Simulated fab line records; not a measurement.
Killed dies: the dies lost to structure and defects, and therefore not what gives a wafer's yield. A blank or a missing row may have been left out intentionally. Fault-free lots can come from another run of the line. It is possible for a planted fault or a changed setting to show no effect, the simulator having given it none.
Code-filled problem report in 8D (eight disciplines) form    flow gf180mcu    the parts of the form that need people (team, actions taken, sign-off) are left out

## 1. PROBLEM STATEMENT
At GF_SALICIDE_RTA_06, chamber_o2_ppm averages 1502.000 over 6 wafers from 2 lots, while fault-free wafers read 1.996, standard deviation 0.021. That is +99 or more standard deviations from the usual mean.
The step: time 30 s.
The first sign was on wafer L954.1 at day 16 23:22, on rtp_anneal-01. Wafers with a number at this step in the record: 18, from 6 lots. The rule behind "out" and "out of limits": a value lying over 4 standard deviations away from the usual mean. Any other wafer with a number is counted as sound.

## 2. WHAT IT IS, AND WHAT IT ISN'T
question                     is                      is not
which readings at this step  chamber_o2_ppm          lamp_power_pct, wafer_temp_C_max
which lots                   L954, L956              L949, L951, L965, L970
which wafers of those lots   all that have a number  -
read on which tools          rtp_anneal-01           rtp_anneal-02
when                         from day 16 23:22       up to then (6 sound wafers); but 6 sound wafers of L965, L970 came after

## 3. SUSPECTS, AND WHAT RULES EACH OUT
Counting: a tool stays on the suspect list if, at a process step up to the reading, it processed all lots that are out and no sound lot following the first of them.
- rie_diel-03 at GF_SAB_ETCH_11 (etches SiO2 in C4F8/O2/Ar, target depth 55 nm, time 8.5 s): kept. All lots that are out passed through it, beginning with L954 at day 16 22:46, and no sound lot followed; its final sound lot before that point was L951 at day 15 16:56.
- rtp_anneal-01 at GF_SALICIDE_RTA_06 (time 30 s): ruled out as a lasting fault. Following L954 (day 16 23:22), the first lot on it that is out, the sound lots L965 were run on it.
The count leaves rie_diel-03 at GF_SAB_ETCH_11.

## 4. THE CAUSE (what the simulator had put in)
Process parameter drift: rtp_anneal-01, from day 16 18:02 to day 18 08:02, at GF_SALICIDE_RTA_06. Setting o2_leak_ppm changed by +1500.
Counting ruled it out, wrongly.

## 5. THE CHAIN OF EFFECTS, in route order
Rows list readings where the struck wafers' mean (over those with a number) sits beyond 3 standard deviations from the usual. Scope: only readings with a usual standard deviation given in the record; hours: median across lots of the time from each lot's start at the first step in this table that gives one to its start at this step; sigmas: change in usual standard deviations.
hours  step                reading         usual  on struck wafers  change     sigmas
0      GF_SALICIDE_RTA_06  chamber_o2_ppm  1.996  1502.000          +1500.004  +99 or more
Here are the process steps it includes:
- GF_SALICIDE_RTA_06: time 30 s.

## 6. HOW IT WOULD HAVE BEEN CAUGHT EARLIER
5 hours passed between the start of the fault at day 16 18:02 and the first reading out of limits in this record, taken at day 16 23:22.
